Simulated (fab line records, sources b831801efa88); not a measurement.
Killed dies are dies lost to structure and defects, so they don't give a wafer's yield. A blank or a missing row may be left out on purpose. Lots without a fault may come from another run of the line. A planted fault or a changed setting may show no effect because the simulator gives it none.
A struck lot beside a sound one | flow sky130 | 14 steps out of a route of 708
Sound: wafers L881.2, L881.3, L881.4. Struck: wafers L882.4, L882.5, L882.6. The cause comes at the end.
At each step with rows: each side's tool, then ch and its chambers, then its first start. Under that, the readings that differ: sound wafers | struck wafers | difference of the means | sigmas: that difference in standard deviations of wafers without a fault.
alike: readings whose means differ by less than 2 such deviations, and words and numbers that are the same on both sides. not compared: withheld readings, readings that some wafer has no value for, bounds like >300 that may hide the same value, and numbers for which the record gives no deviation and whose values overlap.
The two part at a step that has a row with sigmas, a row that says differs or no value, or rows on one side only. Numbers that don't overlap but have no deviation are shown without sigmas and don't part them. A reading that every wafer of one side lacks parts them only if that side has two wafers or more.

first, 2 steps without rows for these wafers: SKY_NWELL_PEB_08; SKY_NWELL_DEVELOP_09 (develop time 60 s).
SKY_NWELL_OVL_MEAS_10:
  sound on overlay-01, day 5 04:13; struck on overlay-01, day 5 09:31
  reading           | sound          | struck       | difference | sigmas
  NWELL_00_OVL (nm) | -1.8 -2.4 -3.9 | -1.0 2.0 1.1 | +3.4       | +2
then, 3 steps without rows for these wafers: SKY_NWELL_IMPLANT_11; SKY_NWELL_IMPLANT_12; SKY_NWELL_IMPLANT_13.
SKY_NWELL_STRIP_14: strips in O2/N2.
  sound on plasma_asher-03 ch 0,1, day 5 04:41; struck on plasma_asher-02 ch 0,1, day 5 10:01
  alike: drypump_motor_current_A, oes_product_au, strip_time_to_endpoint_s
  not compared: rf_hours_counter_h
SKY_NWELL_TW_MEAS_15:
  sound on film_metro-02, day 5 04:48; struck on film_metro-01, day 5 10:07
  alike: NWELL_TW
then, 4 steps without rows for these wafers: SKY_NWELL_DEHYDRATE_16 (time 60 s); SKY_NWELL_HMDS_17 (prime time 60 s); SKY_NWELL_COAT_18 (resist thk 3000 nm); SKY_NWELL_SOFTBAKE_19.
SKY_NWELL_EXPOSE_20: exposes mask NWM COMPLEMENT, target cd 840 nm.
  sound on iline_stepper-01 ch 0, day 5 14:14; struck on iline_stepper-01 ch 0, day 5 19:01
  reading | sound                                              | struck                                                      | difference | sigmas
  mask    | NWM_COMPLEMENT#0 NWM_COMPLEMENT#0 NWM_COMPLEMENT#0 | NWM_COMPLEMENT_R1#0 NWM_COMPLEMENT_R1#0 NWM_COMPLEMENT_R1#0 | differs    |
  alike: reticle_temp_C
then, 1 step without rows for these wafers: SKY_NWELL_PEB_21.

WHERE THEY PART
First at SKY_NWELL_OVL_MEAS_10; last, within this record, at SKY_NWELL_EXPOSE_20.

WHY: what the simulator had put in
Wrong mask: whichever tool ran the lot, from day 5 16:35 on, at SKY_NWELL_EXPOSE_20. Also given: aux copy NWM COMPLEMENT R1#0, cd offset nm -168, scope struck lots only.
